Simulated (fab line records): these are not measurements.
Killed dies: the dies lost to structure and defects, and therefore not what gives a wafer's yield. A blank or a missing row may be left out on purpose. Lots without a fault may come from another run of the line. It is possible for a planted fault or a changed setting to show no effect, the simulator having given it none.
fab line records	flow gf180mcu
record lots=6	wafers=17	last-day=34
route steps=602 shown V4@487 MIM@503
lots that met no fault: taken from a fault-free run of the same line
start-h: start of the lot's first displayed wafer, in hours after the record's first day	wait-h: hours from the lot's prior step to this one	" same as the row above	L1.1+2: a single row standing in for several wafers	- no value, or no start was given	* or withheld: withheld	< > ~ a bound
route shown NAME@n: NAME is a module with steps in the file, n the number in the route of the first one	usual: mean and standard deviation over wafers with no fault	same: alike in all rows	chamber/n: place in a boat	sites: readings site by site	_std_site: their standard deviation	_edge_site: outer sites' mean less inner sites'	radius-mm: how far each site lies from the wafer's centre	mask NAME#n: copy n	behind: the most recent tool/chamber to have shaped the wafer	hold: why the lot was held/for how many hours/how that ended	device: the transistor (n, p or np) that didn't switch	end of line: the tests these same wafers got at the end of their route	a step given without rows: its recipe and nothing more	killed: at the first sort, the dies lost to defects and structure; wafer yield is something else	map: the dies of a wafer, with x for killed, . for not killed, _ for no die there
set.NAME: the run value of the setting; set.NAME@STEP: its run value at that earlier step	model.NAME: the simulator's own value behind a step, which no gauge read
a table for each step, a row for each wafer; lots at some steps of the route
services: a tool's chamber out of use, with start hour (start-h, from the record's first day; less than 0 if before it), hours out, and reason
## steps
# step GF_V4_EXPOSE_11
# recipe mask-id=Via4	target-cd-nm=260	na=0.68	source-shape=conventional	sigma-outer=0.6	dose-mj=38
# step GF_V4_PEB_12
# recipe peb-temp-c=135	peb-time-s=90	resist=KrF
# step GF_V4_DEVELOP_13
# recipe develop-time-s=60	resist=KrF	dev-temp-c=21
# step GF_V4_CD_MEAS_14
# recipe target-cd-nm=260
# usual cd-nm=259.9/1.5
lot.wafer	tool	chamber	start-h	wait-h	cd-nm
L198.2	cd-sem-01	-	563.26	0.1	258.2
L198.4	"	-	"	"	258.1
L198.5	"	-	"	"	259.9
L202.3	cd-sem-01	-	599.66	0.1	258.5
L202.5	"	-	"	"	259.7
L202.6	"	-	"	"	259.9
L205.2	cd-sem-02	-	620.17	0.1	257.3
L205.4	"	-	"	"	259.0
L205.6	"	-	"	"	258.8
L208.2	cd-sem-02	-	639.61	0.1	257.2
L208.4	"	-	"	"	258.9
L216.2	cd-sem-02	-	704.12	0.1	261.8
L216.4	"	-	"	"	261.3
L216.6	"	-	"	"	260.1
L219.4	cd-sem-02	-	723.85	0.1	259.1
L219.5	"	-	"	"	260.6
L219.6	"	-	"	"	259.5
# step GF_V4_OVL_MEAS_15
# usual V4_OVL=-2/5
lot.wafer	tool	chamber	start-h	wait-h	V4_OVL[nm]
L198.2	overlay-02	-	563.37	0.1	-13
L198.4	"	-	"	"	-8
L198.5	"	-	"	"	3
L202.3	overlay-01	-	599.75	0.1	7
L202.5	"	-	"	"	5
L202.6	"	-	"	"	-5
L205.2	overlay-01	-	620.28	0.1	-15
L205.4	"	-	"	"	-8
L205.6	"	-	"	"	0
L208.2	overlay-01	-	639.72	0.1	-1
L208.4	"	-	"	"	-3
L216.2	overlay-01	-	704.22	0.1	-9
L216.4	"	-	"	"	-7
L216.6	"	-	"	"	-9
L219.4	overlay-01	-	723.93	0.1	-5
L219.5	"	-	"	"	9
L219.6	"	-	"	"	-1
# step GF_V4_ETCH_16
# recipe chemistry=N2/H2	target-depth-a=withheld	overetch-a=withheld	time-s=withheld	target=BARC	ion-energy-ev=200	source-w=500	bias-w=100	pressure-mtorr=30	n2-flow-sccm=100	h2-flow-sccm=200
# usual drypump-motor-current-A=5.5/0.51	oes-product-au=0.855/0.0048	throttle-valve-pct=13.226/0.0088
lot.wafer	tool	chamber	start-h	wait-h	drypump-motor-current-A	oes-product-au	throttle-valve-pct
L198.2	rie-diel-02	0	563.40	0.0	5.5	0.856	13.219
L198.4	"	3	"	"	5.4	0.857	13.226
L198.5	"	0	"	"	5.4	0.853	13.218
L202.3	rie-diel-04	2	599.77	0.0	5.7	0.852	13.225
L202.5	"	2	"	"	5.7	0.857	13.211
L202.6	"	1	"	"	4.7	0.844	13.218
L205.2	rie-diel-01	2	620.31	0.0	6.5	0.862	13.237
L205.4	"	1	"	"	5.0	0.860	13.216
L205.6	"	3	"	"	6.2	0.854	13.243
L208.2	rie-diel-04	0	639.75	0.0	6.2	0.864	13.235
L208.4	"	3	"	"	5.3	0.861	13.217
L216.2	rie-diel-04	0	704.25	0.0	6.2	0.859	13.219
L216.4	"	1	"	"	4.8	0.856	13.228
L216.6	"	2	"	"	5.7	0.854	13.232
L219.4	rie-diel-01	3	723.95	0.0	6.2	0.857	13.221
L219.5	"	3	"	"	6.2	0.856	13.211
L219.6	"	0	"	"	5.6	0.853	13.244
# step GF_V4_ETCH_17
# recipe chemistry=C4F8/O2/Ar	mask-material=KrF	target=SiO2	stop-on=TiN	source-w=1500	bias-w=1200	pressure-mtorr=40	c4f8-flow-sccm=withheld	O2_flow_sccm=6	Ar_flow_sccm=300	time-s=withheld	target-depth-a=6300
# usual oes-product-au=0.855/0.0052
lot.wafer	tool	chamber	start-h	wait-h	oes-product-au
L198.2	rie-diel-02	0	-	-	0.859
L198.4	"	3	"	"	0.856
L198.5	"	0	"	"	0.858
L202.3	rie-diel-04	2	-	-	0.860
L202.5	"	2	"	"	0.847
L202.6	"	1	"	"	0.853
L205.2	rie-diel-01	2	-	-	0.865
L205.4	"	1	"	"	0.860
L205.6	"	3	"	"	0.854
L208.2	rie-diel-04	0	-	-	0.863
L208.4	"	3	"	"	0.854
L216.2	rie-diel-04	0	-	-	0.850
L216.4	"	1	"	"	0.845
L216.6	"	2	"	"	0.852
L219.4	rie-diel-01	2	-	-	0.851
L219.5	"	3	"	"	0.854
L219.6	"	0	"	"	0.853
# step GF_V4_STRIP_18
# recipe chemistry=O2/N2	power-w=1400	pressure-mtorr=1500	platen-temp-c=250	o2-flow-sccm=3000	n2-flow-sccm=300	overash-fraction=0.5
# usual drypump-motor-current-A=5.9/0.32	heater-power-w=341/31	oes-product-au=0.593/0.0044
lot.wafer	tool	chamber	start-h	wait-h	drypump-motor-current-A	heater-power-w	oes-product-au	rf-hours-counter-h
L198.2	plasma-asher-03	0	563.53	-	5.8	342	0.595	47
L198.4	"	0	"	"	5.7	339	0.601	-
L198.5	"	0	"	"	5.8	327	0.589	-
L202.3	plasma-asher-01	1	599.94	-	5.4	375	0.600	-
L202.5	"	1	"	"	5.4	369	0.589	-
L202.6	"	0	"	"	5.9	294	0.594	-
L205.2	plasma-asher-01	0	620.43	-	5.8	288	0.600	96
L205.4	"	0	"	"	5.9	299	0.598	-
L205.6	"	0	"	"	5.9	303	0.593	-
L208.2	plasma-asher-04	1	639.88	-	6.2	312	0.593	22
L208.4	"	0	"	"	5.8	353	0.596	-
L216.2	plasma-asher-01	0	704.38	-	5.8	298	0.601	104
L216.4	"	1	"	"	5.4	369	0.599	-
L216.6	"	0	"	"	5.9	302	0.594	-
L219.4	plasma-asher-03	1	724.11	-	6.3	372	0.594	-
L219.5	"	1	"	"	6.3	373	0.587	-
L219.6	"	0	"	"	5.7	325	0.597	-
# step GF_V4_STRIP_19
# recipe chemistry=post-etch-residue-remover	time-s=1200	temp-c=72.5
# step GF_V4_CLEAN_20
# recipe chemistry=DIW	dry=n2-spin
# step GF_V4_SPUTTER_21
# recipe material=Ti	target-thk-nm=15	chamber-pressure-pa=5	power-w=2500	substrate-temp-c=200	time-s=80.02
# step GF_V4_SPUTTER_22
# recipe material=TiN	target-thk-nm=10	chamber-pressure-pa=5	power-w=4000	time-s=40
# usual throttle-valve-pct=30.2/0.69
lot.wafer	tool	chamber	start-h	wait-h	throttle-valve-pct
L198.2	pvd-sputter-04	-	564.14	0.0	30.6
L198.4	"	-	"	"	29.9
L198.5	"	-	"	"	30.5
L202.3	pvd-sputter-04	-	600.53	0.0	29.6
L202.5	"	-	"	"	30.2
L202.6	"	-	"	"	29.7
L205.2	pvd-sputter-04	-	621.03	0.0	31.1
L205.4	"	-	"	"	30.4
L205.6	"	-	"	"	30.4
L208.2	pvd-sputter-04	-	640.47	0.0	29.3
L208.4	"	-	"	"	31.0
L216.2	pvd-sputter-04	-	705.02	0.0	29.6
L216.4	"	-	"	"	30.5
L216.6	"	-	"	"	29.6
L219.4	pvd-sputter-01	-	724.69	0.0	30.4
L219.5	"	-	"	"	31.2
L219.6	"	-	"	"	29.7
# step GF_V4_CVD_23
# recipe material=W	target-thk-nm=350	time-s=104.9	temp-c=400	pressure-torr=40
# usual chamber-pressure-Torr=39.99/0.086	heater-power-w=794/50
lot.wafer	tool	chamber	start-h	wait-h	chamber-pressure-Torr	heater-power-w	model.W_of_V4_CVD_23.thk-nm
L198.2	cvd-w-01	1	564.18	0.0	40.00	855	356.9
L198.4	"	1	"	"	40.10	883	356.9
L198.5	"	1	"	"	40.09	878	354.2
L202.3	cvd-w-01	1	600.60	0.1	40.13	889	351.2
L202.5	"	0	"	"	40.06	754	346
L202.6	"	1	"	"	40.11	874	351.5
L205.2	cvd-w-01	0	621.07	0.0	39.99	761	552.3
L205.4	"	0	"	"	39.95	762	352
L205.6	"	1	"	"	40.10	872	347.6
L208.2	cvd-w-01	0	640.51	0.0	39.92	761	551
L208.4	"	1	"	"	40.04	886	349.6
L216.2	cvd-w-01	0	705.06	0.0	40.13	772	355.1
L216.4	"	0	"	"	39.99	774	348.5
L216.6	"	0	"	"	40.02	768	352.1
L219.4	cvd-w-02	1	724.75	0.0	39.92	788	350.3
L219.5	"	1	"	"	39.90	799	349.4
L219.6	"	0	"	"	39.97	729	349.2
# step GF_V4_RS_MEAS_24
# recipe thk-meas-gauge=four-point-probe	reads=W_of_V4_CVD_23+TiN_of_V4_SPUTTER_22+Ti_of_V4_SPUTTER_21
# usual V4_W_RS=0.326/0.004
lot.wafer	tool	chamber	start-h	wait-h	hold	V4_W_RS[ohm/sq]
L198.2	film-metro-01	-	564.31	0.1	-	0.321
L198.4	"	-	"	"	-	0.321
L198.5	"	-	"	"	-	0.324
L202.3	film-metro-03	-	600.72	0.1	-	0.326
L202.5	"	-	"	"	-	0.331
L202.6	"	-	"	"	-	0.326
L205.2	film-metro-01	-	621.20	0.1	await-dispo/0.2h/release	0.207
L205.4	"	-	"	"	await-dispo/0.2h/release	0.326
L205.6	"	-	"	"	await-dispo/0.2h/release	0.329
L205.2	film-metro-01	-	621.49	0.3	-	0.207
L205.4	"	-	"	"	-	0.326
L205.6	"	-	"	"	-	0.330
L208.2	film-metro-01	-	640.67	0.1	await-dispo/0.2h/release	0.208
L208.4	"	-	"	"	await-dispo/0.2h/release	0.328
L208.2	film-metro-01	-	640.95	0.3	-	0.207
L208.4	"	-	"	"	-	0.328
L216.2	film-metro-04	-	705.19	0.1	-	0.323
L216.4	"	-	"	"	-	0.329
L216.6	"	-	"	"	-	0.326
L219.4	film-metro-03	-	724.88	0.1	-	0.327
L219.5	"	-	"	"	-	0.328
L219.6	"	-	"	"	-	0.328
# step GF_V4_THK_MEAS_25
# recipe thk-meas-gauge=xrf	reads=W_of_V4_CVD_23
# usual V4_W_THK=351/6.9
lot.wafer	tool	chamber	start-h	wait-h	hold	V4_W_THK[nm]
L198.2	film-metro-01	-	564.42	0.1	-	363
L198.4	"	-	"	"	-	362
L198.5	"	-	"	"	-	358
L202.3	film-metro-03	-	600.82	0.1	-	347
L202.5	"	-	"	"	-	341
L202.6	"	-	"	"	-	348
L205.2	film-metro-01	-	625.83	4.3	await-dispo/0.2h/release	567
L205.4	"	-	"	"	await-dispo/0.2h/release	355
L205.6	"	-	"	"	await-dispo/0.2h/release	351
L205.2	film-metro-01	-	626.06	0.2	-	562
L205.4	"	-	"	"	-	356
L205.6	"	-	"	"	-	353
L208.2	film-metro-01	-	643.54	2.6	await-dispo/0.2h/release	566
L208.4	"	-	"	"	await-dispo/0.2h/release	353
L208.2	film-metro-01	-	643.77	0.2	-	568
L208.4	"	-	"	"	-	356
L216.2	film-metro-04	-	705.30	0.1	-	358
L216.4	"	-	"	"	-	351
L216.6	"	-	"	"	-	356
L219.4	film-metro-03	-	724.97	0.1	-	344
L219.5	"	-	"	"	-	344
L219.6	"	-	"	"	-	344
# step GF_V4_CMP_26
# recipe stop-on=SiO2	down-force-psi=3.5	platen-rpm=60	t-overpolish-s=15	target-thk-nm=0	pad-velocity-m-s=0.94248
# usual edge-zone-pressure-frac=1.000/0.0054	motor-current-A=11.2/1.5	time-to-endpoint-s=83/3.3
lot.wafer	tool	chamber	start-h	wait-h	hold	edge-zone-pressure-frac	motor-current-A	time-to-endpoint-s
L198.2	cmp-02	1	564.52	0.1	-	0.994	10.5	91
L198.4	"	3	"	"	-	0.993	15.2	80
L198.5	"	0	"	"	-	1.005	11.1	83
L202.3	cmp-01	3	600.96	0.1	-	1.003	9.6	82
L202.6	"	1	"	"	-	0.995	11.5	83
L202.5	"	2	"	"	-	0.991	10.5	82
L205.2	cmp-02	0	629.68	3.6	await-dispo/3.5h/release	1.007	11.3	137
L205.4	"	1	"	"	await-dispo/3.5h/release	0.992	10.6	90
L205.6	"	2	"	"	await-dispo/3.5h/release	0.998	10.3	80
L208.4	cmp-01	1	645.67	1.9	await-dispo/1.5h/release	1.003	11.5	86
L208.2	"	3	"	"	await-dispo/1.5h/release	1.000	9.7	131
L216.4	cmp-01	1	706.45	1.1	-	1.007	10.7	79
L216.2	"	3	"	"	-	1.003	9.5	81
L216.6	"	2	"	"	-	0.996	10.3	84
L219.4	cmp-01	1	725.05	0.1	-	1.009	11.5	81
L219.5	"	0	"	"	-	1.004	10.3	81
L219.6	"	1	"	"	-	1.004	11.3	81
# step GF_MIM_SPUTTER_00
# recipe material=Ti	target-thk-nm=37.5	arriving-ion-energy-ev=80	substrate-temp-c=200	chamber-pressure-pa=2	power-w=4000	time-s=150
# usual throttle-valve-pct=29.9/1.3
lot.wafer	tool	chamber	start-h	wait-h	throttle-valve-pct
L198.2	pvd-sputter-03	-	564.77	0.2	29.8
L198.4	"	-	"	"	29.3
L198.5	"	-	"	"	29.4
L202.3	pvd-sputter-02	-	601.16	0.1	27.0
L202.5	"	-	"	"	29.8
L202.6	"	-	"	"	27.4
L205.2	pvd-sputter-03	-	629.88	0.1	29.4
L205.4	"	-	"	"	29.4
L205.6	"	-	"	"	29.2
L208.2	pvd-sputter-02	-	645.97	0.1	31.6
L208.4	"	-	"	"	29.9
L216.2	pvd-sputter-02	-	706.75	0.1	27.1
L216.4	"	-	"	"	30.2
L216.6	"	-	"	"	29.9
L219.4	pvd-sputter-02	-	725.35	0.2	26.8
L219.5	"	-	"	"	29.8
L219.6	"	-	"	"	30.2
## services
tool	chamber	start-h	hours	kind
pvd-sputter-02	-	553.83	7.9	repair
rie-diel-04	-	553.92	14.6	pm
pvd-sputter-02	-	555.99	1.7	repair
cvd-w-01	0	569.57	4.3	repair
cmp-01	-	572.00	4.0	pm
rie-diel-04	-	582.05	0.1	repair
rie-diel-04	3	584.74	15.7	repair
plasma-asher-01	-	609.12	2.8	pm
cmp-01	-	615.68	1.2	repair
rie-diel-04	2	624.76	6.2	repair
cmp-01	-	630.79	5.5	repair
rie-diel-01	1	640.47	4.2	repair
pvd-sputter-04	-	646.13	0.5	repair
cvd-w-01	-	653.34	14.6	pm
cvd-w-01	-	667.94	2.8	pm
rie-diel-01	3	678.98	7.9	repair
pvd-sputter-02	-	679.53	2.9	repair
cmp-01	-	681.98	5.4	pm
pvd-sputter-02	-	685.77	1.0	repair
plasma-asher-01	-	695.01	7.9	pm
rie-diel-04	3	700.94	12.8	repair
rie-diel-01	0	711.39	9.1	repair
pvd-sputter-04	-	714.58	4.4	repair
rie-diel-01	-	724.10	0.9	repair
## key
first-sign step=GF_V4_RS_MEAS_24	reading=visit	direction=added
effect step=GF_V4_RS_MEAS_24	reading=V4_W_RS	direction=down	sigmas=30	usual=0.326	struck=0.207
effect step=GF_V4_THK_MEAS_25	reading=visit	direction=added
effect step=GF_V4_THK_MEAS_25	reading=V4_W_THK	direction=up	sigmas=31	usual=351	struck=567
effect step=GF_V4_CMP_26	reading=time-to-endpoint-s	direction=up	sigmas=16	usual=*	struck=*
model-effect step=GF_V4_CVD_23	value=W_of_V4_CVD_23.thk-nm	without=353.4	struck=551.6
met-at GF_V4_CVD_23
struck-wafers L205.2,L208.2
onset-between 600.60 621.07
fault kind=process-parameter-drift	tool=cvd-w-01	chamber=-	onset-h=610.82	steps=GF_V4_CVD_23	channel=target-thk-nm	offset=199.45	shape=step	end-h=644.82	scope=struck-wafers-only	acts-in=these-recipes-only	stated=350
